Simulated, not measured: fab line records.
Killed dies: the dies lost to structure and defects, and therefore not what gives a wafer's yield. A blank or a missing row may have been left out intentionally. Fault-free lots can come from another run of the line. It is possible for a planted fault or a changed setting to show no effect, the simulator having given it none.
Struck lot and sound lot, side by side + flow sky130 + 15 out of 708 route steps
Sound: wafers L632.1, L632.2, L632.4. Wafers struck: L623.2, L623.4. The cause is given at the end.
Per side, at each step with rows, come the tool, then ch with its chambers, and then its first start. Under that, the readings that differ: sound wafers + struck wafers + difference of the means + sigmas: that difference in standard deviations of wafers without a fault.
alike: readings whose means differ by less than 2 such deviations, and words and numbers that are the same on both sides. not compared: withheld readings, readings that some wafer has no value for, bounds like >300 that may hide the same value, and numbers for which the record gives no deviation and whose values overlap.
The two part at a step that has a row with sigmas, a row that says differs or no value, or rows on one side only. When numbers do not overlap yet have no deviation, they are printed without sigmas and do not part them. Lack of a reading on every wafer of one side parts them only where that side has two or more wafers.

first, 4 steps without rows for these wafers: SKY_LI_CONTACT_SOFTBAKE_08 (time 90 s); SKY_LI_CONTACT_EXPOSE_09 (exposes mask LICM1, target cd 170 nm); SKY_LI_CONTACT_PEB_10; SKY_LI_CONTACT_DEVELOP_11 (develop time 60 s).
SKY_LI_CONTACT_CD_MEAS_12 targets a cd of 170 nm.
  sound on cdSem-01 at day 35 03:46; struck on cdSem-01 at day 31 19:24
  alike: cdNm
SKY_LI_CONTACT_OVL_MEAS_13:
  sound on overlay-01 at day 35 03:53; struck on overlay-02 at day 31 19:31
  alike: LI_CONTACT_OVL
SKY_LI_CONTACT_ETCH_14: etches BARC in N2/H2, stops on SiO2, time 45.9 s, target depth 60 nm.
  sound on rieDiel-01 ch 0,1,2, day 35 03:55; struck on rieDiel-01 ch 1,3, day 31 19:32
  alike: drypumpMotorCurrentA, h2FlowSccm, oesProductAu, rfFwdPowerW, throttleValvePct
  not compared: rfHoursCounterH
SKY_LI_CONTACT_ETCH_15: etches PSG in C4F8/O2/Ar, stops on Si, target depth 600 nm.
  sound on rieDiel-01 ch 0,1,2, day 35 03:58; struck on rieDiel-01 ch 1,3, day 31 19:35
  alike: oesProductAu, rfFwdPowerW
SKY_LI_CONTACT_STRIP_16: strips in O2/N2.
  sound on plasmaAsher-03 ch 0,1, day 35 04:03; struck on plasmaAsher-01 ch 1, day 31 19:40
  alike: drypumpMotorCurrentA, oesProductAu, stripTimeToEndpointS
  not compared: rfHoursCounterH
then, 2 steps without rows for these wafers: SKY_LI_CONTACT_CLEAN_17 (cleans in NMP, time 600 s); SKY_LI_CONTACT_PRE_CLEAN_18 (time 5.6 s).
SKY_LI_CONTACT_SPUTTER_19: material Ti, target thk 20 nm, time 106.37 s.
  sound on pvdSputter-02 at day 35 04:22; struck on pvdSputter-04 at day 31 19:59
  alike: throttleValvePct
SKY_LI_CONTACT_SPUTTER_20: material TiN, target thk 20 nm, time 80 s.
  sound on pvdSputter-02 at day 35 04:26; struck on pvdSputter-04 at day 31 20:03
| reading                                       | sound             | struck   | difference | sigmas |
|-----------------------------------------------|-------------------|----------|------------|--------|
| model.TiN_of_LI_CONTACT_SPUTTER_20.thkNm (nm) | 20.15 19.95 20.29 | 19.03 19 | -1.11      |        |
  alike: throttleValvePct
SKY_LI_CONTACT_CVD_21: deposits W, target thk 400 nm, time 120.56 s.
  sound on cvdW-02 ch 0,1, day 35 04:29; struck on cvdW-01 ch 1, day 31 20:07
  alike: heaterPowerW
-- here the record skips 16 days between the struck wafers' starts before and after, leaving off in module LI_CONTACT and picking up in module PAD_OPEN (first step shown: number 708 of the route) --
SKY_PAD_OPEN_PROBE_99:
  sound on prober-02 at day 50 13:37; struck on prober-02 at day 48 05:22
  alike: killed_at_M0_to_M3, killed_at_M4_up, killedAtContacts, killedAtFrontEnd, killedAtOther, killedDies, killedOnRim, killedOpen, killedShort

## WHERE THEY PART
Nowhere in this record.

WHY: the cause the simulator had injected
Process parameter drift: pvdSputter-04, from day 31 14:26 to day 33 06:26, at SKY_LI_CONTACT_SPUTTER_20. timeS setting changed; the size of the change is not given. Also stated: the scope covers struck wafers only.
